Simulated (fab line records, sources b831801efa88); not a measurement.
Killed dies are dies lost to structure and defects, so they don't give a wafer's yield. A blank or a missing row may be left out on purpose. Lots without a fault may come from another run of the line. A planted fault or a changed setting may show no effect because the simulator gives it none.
Split-lot experiment | flow sfq_line | 5 lots, 23 wafers read, on a route of 325 steps

THE SPLIT
At SFQ_TRILAYER_I1_VIA_BARC_OPEN_VIA_ETCH_071 (etches BARC in O2, target depth 125 nm, time 41.7 s), the setting time_s was moved away from the recipe's 41.7 s on 5 of the 23 wafers read, by -13.6% to -5.7%. The other wafers ran this setting at the recipe's value.

The reading is taken at the split's own step.

THE READING
oes_product_au, in a.u., at SFQ_TRILAYER_I1_VIA_BARC_OPEN_VIA_ETCH_071 (etches BARC in O2, target depth 125 nm, time 41.7 s). Fault-free wafers of this fab line usually give 0.684 a.u., standard deviation 0.0048 a.u..

wafer  | tool, chamber at the split | time_s as run, s | against the recipe | oes_product_au, a.u. | against lot-mates on the recipe
L074.2 | rie_diel-02, 3             | 41.7             | recipe             | 0.679                | -
L074.3 | rie_diel-02, 2             | 41.7             | recipe             | 0.682                | -
L074.4 | rie_diel-02, 1             | 41.7             | recipe             | 0.676                | -
L074.5 | rie_diel-02, 3             | 41.7             | recipe             | 0.683                | -
L074.6 | rie_diel-02, 2             | 41.7             | recipe             | 0.677                | -
L076.2 | rie_diel-01, 3             | 41.7             | recipe             | 0.692                | -
L076.3 | rie_diel-01, 2             | 39.34            | -5.7%              | 0.707                | +0.018
L076.4 | rie_diel-01, 0             | 41.7             | recipe             | 0.686                | -
L076.5 | rie_diel-01, 1             | 41.7             | recipe             | 0.689                | -
L076.6 | rie_diel-01, 2             | 39.34            | -5.7%              | 0.704                | +0.015
L080.2 | rie_diel-03, 1             | 41.7             | recipe             | 0.683                | -
L080.3 | rie_diel-03, 3             | 41.7             | recipe             | 0.685                | -
L080.6 | rie_diel-03, 2             | 41.7             | recipe             | 0.685                | -
L083.1 | rie_diel-01, 3             | 41.7             | recipe             | 0.686                | -
L083.2 | rie_diel-01, 1             | 41.7             | recipe             | 0.678                | -
L083.4 | rie_diel-01, 0             | 36.04            | -13.6%             | 0.733                | +0.051
L083.5 | rie_diel-01, 1             | 36.04            | -13.6%             | 0.739                | +0.057
L083.6 | rie_diel-01, 2             | 36.04            | -13.6%             | 0.727                | +0.045
L084.1 | rie_diel-03, 2             | 41.7             | recipe             | 0.682                | -
L084.3 | rie_diel-03, 0             | 41.7             | recipe             | 0.680                | -
L084.4 | rie_diel-03, 1             | 41.7             | recipe             | 0.678                | -
L084.5 | rie_diel-03, 1             | 41.7             | recipe             | 0.692                | -
L084.6 | rie_diel-03, 2             | 41.7             | recipe             | 0.678                | -

THE FIT
A straight line over all 23 wafers: oes_product_au changes by -0.00372 a.u. for each +1% of time_s; r = -0.97; the points scatter about the line by 0.0048 a.u..
The same after taking each lot's own level away (the mean of its wafers on the recipe; 23 wafers): -0.00369 a.u. for each +1%; r = -0.98; scatter 0.004 a.u..
On that fit, the largest move of time_s shifts the reading by 0.05 a.u..
The lots' own levels span 0.6794 to 0.6890 a.u., that is 2.0 times the standard deviation above.
So the lot-to-lot level changes the slope little: the two slopes agree.
Check: with one of the wafers moved furthest among these (-13.6%) left out of the fit, the line predicts +0.0494 a.u. for it against its lot-mates. It came out at +0.051 a.u. against them.
Tool readings at the split's step, against how far the setting was moved: oes_product_au r = -0.97.

OTHER SPLITS ON THESE WAFERS
These wafers also went through other splits before the reading. Each is held against what the fit with the lots' levels taken away leaves over:
other split on the same wafers               | wafers away from the commonest value | r with oes_product_au (lot level and that fit taken away)
SFQ_TRILAYER_INCOMING_OXIDATION_002 temp_c   | 15                                   | -0.20
SFQ_TRILAYER_L0_LITHO_COAT_005 spin_rpm      | 10                                   | +0.01
SFQ_TRILAYER_L0_VIA_LITHO_COAT_018 spin_rpm  | 6                                    | -0.26
SFQ_TRILAYER_M0_DEP_SPUTTER_019 power_w      | 6                                    | +0.07
SFQ_TRILAYER_M0_LITHO_COAT_021 spin_rpm      | 5                                    | +0.02
SFQ_TRILAYER_M0_LITHO_PEB_024 peb_temp_c     | 8                                    | -0.03
SFQ_TRILAYER_M1_DEP_SPUTTER_037 time_s       | 9                                    | -0.05
SFQ_TRILAYER_M1_LITHO_COAT_044 resist_thk_nm | 7                                    | +0.04

THE FILE'S OWN FIT
oes_product_au changes by -0.00365 a.u. for each +1% of time_s, r = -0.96.
